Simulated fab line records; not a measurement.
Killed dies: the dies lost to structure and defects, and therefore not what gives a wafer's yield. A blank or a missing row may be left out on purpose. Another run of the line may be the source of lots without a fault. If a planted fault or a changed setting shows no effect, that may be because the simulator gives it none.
A single fault, viewed from 2 desks | flow sky130 | every desk sees just its own numbers, and what lay behind them comes last

AT THE TOOL OWNER'S DESK: pvd sputter-02
The tool's own readings at SKY_METAL1_SPUTTER_02 (material AlCu, target thk 250 nm, time 13.3 s): means of the sampled wafers that have a number, for each lot that ran on this tool. A lot is out of limits, marked OUT, if its mean lies more than 4 standard deviations from the usual mean; the brackets give that distance.
Columns: A = throttle valve pct at SKY_METAL1_SPUTTER_02, usual 30.1 %
lot  | first seen here | A
L825 | day 35 21:23    | 30.9
L826 | day 36 02:59    | 30.5
L831 | day 37 14:26    | 30.2
L832 | day 37 19:28    | 30.4
This desk's finding: nothing out of limits on any of the 4 lots.

FROM THE METROLOGY DESK
Lot by lot, what the gauges showed, no matter which tool ran the lot: averages of those sampled wafers that carry a number. A lot is out of limits, marked OUT, if its mean lies more than 4 standard deviations from the usual mean; the brackets give that distance.
Columns: A = VIA4_BOW at SKY_VIA4_BOW_MEAS_03, usual 80 um; B = VIA4_OVL at SKY_VIA4_OVL_MEAS_11, usual -0.1 nm; C = PASSIVATION_CVD_02_THK at SKY_PASSIVATION_THK_MEAS_03, usual 542 nm
lot  | first seen here | A  | B    | C
L812 | day 41 22:46    | 75 | -1.9 | 551
L813 | day 42 05:16    | 76 | 0.4  | 537
L814 | day 42 13:26    | 90 | -0.1 | 535
L816 | day 43 02:23    | 89 | -0.2 | 543
L817 | day 43 16:19    | 81 | -1.7 | 540
L818 | day 44 01:09    | 76 | 0.3  | 546
L820 | day 44 16:32    | 72 | -2.0 | 540
L821 | day 45 01:44    | 80 | -1.0 | 534
L823 | day 45 10:45    | 72 | 1.3  | 549
L825 | day 45 13:47    | 78 | -1.3 | 544
L826 | day 45 16:29    | 87 | 1.1  | 543
L831 | day 46 18:20    | 79 | 2.1  | 541
L832 | day 46 22:44    | 71 | 0.0  | 549
L835 | day 47 17:34    | 77 | -1.1 | 538
This desk's finding: nothing out of limits on any of the 14 lots.

ALL TOGETHER
The desk of the tool owner found nothing out of limits.
At the metrology desk, nothing out of limits was observed.

WHAT THE SIMULATOR PUT IN
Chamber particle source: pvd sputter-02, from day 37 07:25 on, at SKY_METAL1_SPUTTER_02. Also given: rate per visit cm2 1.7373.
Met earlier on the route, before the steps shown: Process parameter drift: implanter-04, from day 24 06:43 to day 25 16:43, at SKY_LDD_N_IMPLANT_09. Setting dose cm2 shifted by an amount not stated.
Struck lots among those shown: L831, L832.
